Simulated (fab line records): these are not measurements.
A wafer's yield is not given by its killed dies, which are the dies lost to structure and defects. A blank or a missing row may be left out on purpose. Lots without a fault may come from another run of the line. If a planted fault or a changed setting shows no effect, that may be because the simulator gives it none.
Which of the tools did it? | flow gf180mcu | 13 lots with 39 wafers sampled at 5 steps, on a route of 602 steps

WHAT EACH GAUGE READ, for each wafer
GF_STI_THK_MEAS_04.
lot  | measured    | on            | STI_CVD_03_THK (nm)
L543 | day 1 14:22 | film-metro-03 | 210.0 210.4 211.5
L544 | day 1 20:20 | film-metro-03 | 207.6 209.8 209.2
L552 | day 3 10:45 | film-metro-03 | 205.2 205.6 206.2
L553 | day 3 16:22 | film-metro-04 | 211.3 211.1 210.5
L554 | day 3 20:34 | film-metro-04 | 209.5 209.9 207.5
L555 | day 4 01:38 | film-metro-04 | 210.1 208.7 208.1
L558 | day 4 17:37 | film-metro-04 | 205.6 205.2 204.6
L559 | day 4 21:34 | film-metro-02 | 211.7 211.2 210.8
L561 | day 5 08:05 | film-metro-04 | 208.7 207.1 206.2
L562 | day 5 12:35 | film-metro-04 | 209.5 208.4 209.0
L563 | day 5 18:16 | film-metro-02 | 205.5 207.4 204.4
L564 | day 6 00:45 | film-metro-03 | 206.8 207.0 206.1
L565 | day 6 07:08 | film-metro-04 | 209.9 207.2 208.6

GF_MVSD_TW_MEAS_11.
lot  | measured    | on            | MVSD_TW
L543 | day 4 10:35 | film-metro-04 | 1598 1597 1598
L544 | day 4 18:43 | film-metro-04 | 1600 1603 1597
L552 | day 6 14:49 | film-metro-04 | 1599 1598 1587
L553 | day 6 21:22 | film-metro-01 | 1587 1587 1588
L554 | day 7 02:02 | film-metro-03 | 1608 1597 1591
L555 | day 7 08:55 | film-metro-03 | 1607 1596 1600
L558 | day 8 02:25 | film-metro-04 | 1592 1592 1579
L559 | day 8 07:44 | film-metro-04 | 1585 1588 1586
L561 | day 9 00:44 | film-metro-01 | 1571 1576 1568
L562 | day 9 03:47 | film-metro-03 | 1785 1774 1775 1782 1777 1783
L563 | day 9 08:58 | film-metro-01 | 1580 1571 1581
L564 | day 9 17:37 | film-metro-03 | 1779 1783 1768 1786 1776 1785
L565 | day 9 22:55 | film-metro-03 | 1779 1778 1774 1770 1783 1776

GF_PSD_CD_MEAS_07: the cd target is 400 nm.
lot  | measured     | on        | cd-nm (nm)
L543 | day 14 04:28 | cd-sem-01 | 402.9 403.3 402.9
L544 | day 14 16:55 | cd-sem-01 | 398.7 397.3 399.6
L552 | day 17 14:29 | cd-sem-02 | 396.6 396.9 396.2
L553 | day 17 23:44 | cd-sem-02 | 400.0 401.4 400.1
L554 | day 18 04:37 | cd-sem-02 | 396.2 399.0 399.1
L555 | day 18 16:05 | cd-sem-02 | 400.6 401.2 402.4
L558 | day 19 16:23 | cd-sem-02 | 397.0 397.3 398.1
L559 | day 20 04:10 | cd-sem-01 | 405.6 403.0 402.4
L561 | day 21 02:39 | cd-sem-01 | 397.7 399.2 398.5
L562 | day 21 11:34 | cd-sem-01 | 401.8 398.1 399.3
L563 | day 21 12:20 | cd-sem-02 | 401.0 402.9 402.1
L564 | day 21 22:13 | cd-sem-02 | 398.5 396.8 396.0
L565 | day 22 03:17 | cd-sem-01 | 401.7 402.3 402.0

TOOL THAT RAN EACH LOT (tool first, then ch and the chambers of the sampled wafers, then the start)
lot  | GF_MVSD_IMPLANT_08             | GF_NSD_STRIP_11
L543 | implanter-02 ch 0, day 4 10:11 | plasma-asher-03 ch 0,1, day 13 07:38
L544 | implanter-04 ch 0, day 4 18:20 | plasma-asher-03 ch 0,1, day 13 20:26
L552 | implanter-03 ch 0, day 6 14:27 | plasma-asher-04 ch 0,1, day 16 15:22
L553 | implanter-02 ch 0, day 6 21:00 | plasma-asher-01 ch 0,1, day 16 23:59
L554 | implanter-03 ch 0, day 7 01:39 | plasma-asher-04 ch 0, day 17 05:20
L555 | implanter-04 ch 0, day 7 08:31 | plasma-asher-01 ch 0,1, day 17 16:28
L558 | implanter-03 ch 0, day 8 02:03 | plasma-asher-01 ch 0,1, day 18 15:22
L559 | implanter-04 ch 0, day 8 07:21 | plasma-asher-03 ch 0,1, day 19 02:41
L561 | implanter-03 ch 0, day 9 00:21 | plasma-asher-01 ch 0,1, day 20 02:20
L562 | implanter-04 ch 0, day 9 03:25 | plasma-asher-01 ch 0,1, day 20 11:17
L563 | implanter-03 ch 0, day 9 08:36 | plasma-asher-01 ch 0,1, day 20 12:09
L564 | implanter-04 ch 0, day 9 17:15 | plasma-asher-01 ch 0,1, day 20 22:10
L565 | implanter-04 ch 0, day 9 22:31 | plasma-asher-03 ch 0,1, day 21 03:34
- GF_MVSD_IMPLANT_08
- GF_NSD_STRIP_11: strips in O2/N2.

WHAT THE TOOLS THEMSELVES READ (means of the sampled wafers that have a number; where no wafer has one, the mark that the record gives instead)
GF_MVSD_IMPLANT_08.
lot  | tool         | tilt-deg (degrees)
L543 | implanter-02 | -0.016
L544 | implanter-04 | -0.006
L552 | implanter-03 | -0.008
L553 | implanter-02 | -0.006
L554 | implanter-03 | 0.019
L555 | implanter-04 | -0.020
L558 | implanter-03 | 0.008
L559 | implanter-04 | 0.012
L561 | implanter-03 | 0.008
L562 | implanter-04 | 11.892
L563 | implanter-03 | -0.007
L564 | implanter-04 | 11.908
L565 | implanter-04 | 11.906

GF_NSD_STRIP_11.
lot  | tool            | drypump-motor-current-A (A) | heater-power-w (W) | oes-product-au (a.u.) | strip-time-to-endpoint-s (s)
L543 | plasma-asher-03 | 5.4                         | 331                | 0.484                 | 22.94
L544 | plasma-asher-03 | 5.3                         | 330                | 0.488                 | 23.04
L552 | plasma-asher-04 | 6.2                         | 361                | 0.487                 | 22.98
L553 | plasma-asher-01 | 6.0                         | 348                | 0.490                 | 23.02
L554 | plasma-asher-04 | 5.6                         | 319                | 0.488                 | 22.93
L555 | plasma-asher-01 | 5.6                         | 348                | 0.482                 | 22.99
L558 | plasma-asher-01 | 5.6                         | 357                | 0.487                 | 23.01
L559 | plasma-asher-03 | 5.3                         | 339                | 0.485                 | 22.99
L561 | plasma-asher-01 | 5.6                         | 348                | 0.484                 | 22.92
L562 | plasma-asher-01 | 5.6                         | 348                | 0.487                 | 22.93
L563 | plasma-asher-01 | 6.0                         | 354                | 0.489                 | 22.99
L564 | plasma-asher-01 | 5.6                         | 344                | 0.487                 | 22.96
L565 | plasma-asher-03 | 5.4                         | 328                | 0.489                 | 23.00

THE ANSWER, worked out from the rows above alone
Rule: the lots themselves supply what counts as usual. The widest of any qualifying gaps counts: lots, ordered by their means at a reading, are off when they make up no more than a third of the lots, leave a main group of 4 or more, and stand apart from it by 3 or more times the standard deviation of that group's means. The tables above print the reading to a certain number of digits; a main group whose means all agree to those digits is not used. Also off: a lot with no number at a reading for which 4 or more lots have one. All remaining lots with rows at the step are treated as sound. First the gauges in route order, then the tools' own readings, where a lot's mean is used as printed above. At the first step where some lot is off, the reading lying furthest off is the one used; lots without a number count as furthest.
Off: L562, L564, L565, at GF_MVSD_TW_MEAS_11 (MVSD_TW). The main group: mean 1590, standard deviation 9.5.
A tool fits if, at a process step before that reading, it ran every lot that is off, and no sound lot after the first of them. Not tried: the gauges at GF_MVSD_TW_MEAS_11; whatever is off there is also off at GF_MVSD_IMPLANT_08, on other tools, and gauge error can't account for it. One fits: GF_MVSD_IMPLANT_08 on implanter-04. Its last sound lot is L559 (day 8 07:21), its first lot that is off L562 (day 9 03:25): a fault that began between those two fits.
The tool's own readings at GF_MVSD_IMPLANT_08 bear it out: on the lots that are off they differ by more than 5 times the standard deviation of the sound lots' means. tilt-deg reads 11.902 degrees there against -0.002 degrees on the sound lots.

WHAT WAS PUT IN BY THE SIMULATOR
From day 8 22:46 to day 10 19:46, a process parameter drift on implanter-04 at GF_MVSD_IMPLANT_08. The setting tilt-deg was moved by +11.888, starting from 0. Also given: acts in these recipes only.
Lots struck among those shown: L562, L564, L565. The rule above found the same.
